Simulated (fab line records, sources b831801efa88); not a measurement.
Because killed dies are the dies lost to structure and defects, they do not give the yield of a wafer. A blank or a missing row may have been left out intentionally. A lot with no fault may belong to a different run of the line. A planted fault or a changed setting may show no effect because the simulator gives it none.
Matching of chambers | flow gf180mcu | GF_CONTACT_CMP_04 on cmp-02 has 4 sister chambers
The step polishes SiO2. 8 wafers are shown with their chamber, then 7 later ones without.

WAFERS PAIRED WITH THEIR CHAMBERS
wafer  | chamber | motor current A (A) | time to endpoint s (s)
L669.6 | 1       | 13.9                | 119
L672.2 | 0       | 13.1                | 101
L672.4 | 3       | 12.9                | 108
L672.5 | 1       | 13.9                | 113
L675.2 | 3       | 12.5                | 95
L675.6 | 2       | 12.3                | 101
L677.1 | 2       | 12.7                | 101
L677.2 | 0       | 12.2                | 102

WAFERS WITHOUT THEIR CHAMBER
wafer  | motor current A (A) | time to endpoint s (s)
L677.3 | 13.9                | 103
L678.3 | 11.7                | 106
L678.4 | 12.3                | 116
L678.6 | 12.4                | 109
L679.1 | 13.0                | 107
L679.3 | 12.6                | 113
L679.5 | 12.5                | 114

THE CHAMBER EACH PASSED THROUGH
wafer  | from the rows above               | in truth
L677.3 | can't be placed: 1 or 3 or 0 or 2 | 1
L678.3 | can't be placed: 2 or 0 or 3      | 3
L678.4 | can't be placed: 2 or 0 or 3 or 1 | 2
L678.6 | can't be placed: 2 or 0 or 3      | 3
L679.1 | can't be placed: 3 or 0 or 2 or 1 | 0
L679.3 | can't be placed: 0 or 3 or 2 or 1 | 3
L679.5 | can't be placed: 0 or 3 or 2 or 1 | 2
Correctly placed: 0 of 7. Unplaceable from these rows: 7, with the true chamber sitting among the candidates in 7. Placed wrongly: 0.
How it was worked out, from the rows above alone: a wafer's distance from a chamber is the root of the sum, over the readings, of the square of ((its reading less the chamber's mean) divided by the reading's scatter). If the next closest chamber is less than 2 further off than the closest, the wafer can't be placed; otherwise it belongs to the closest. For every chamber, the mean is computed from those of its wafers that are shown. The scatter: take each reading less its chamber's mean, square it, sum over the shown wafers, divide by the number of wafers less the number of chambers, and take the root.
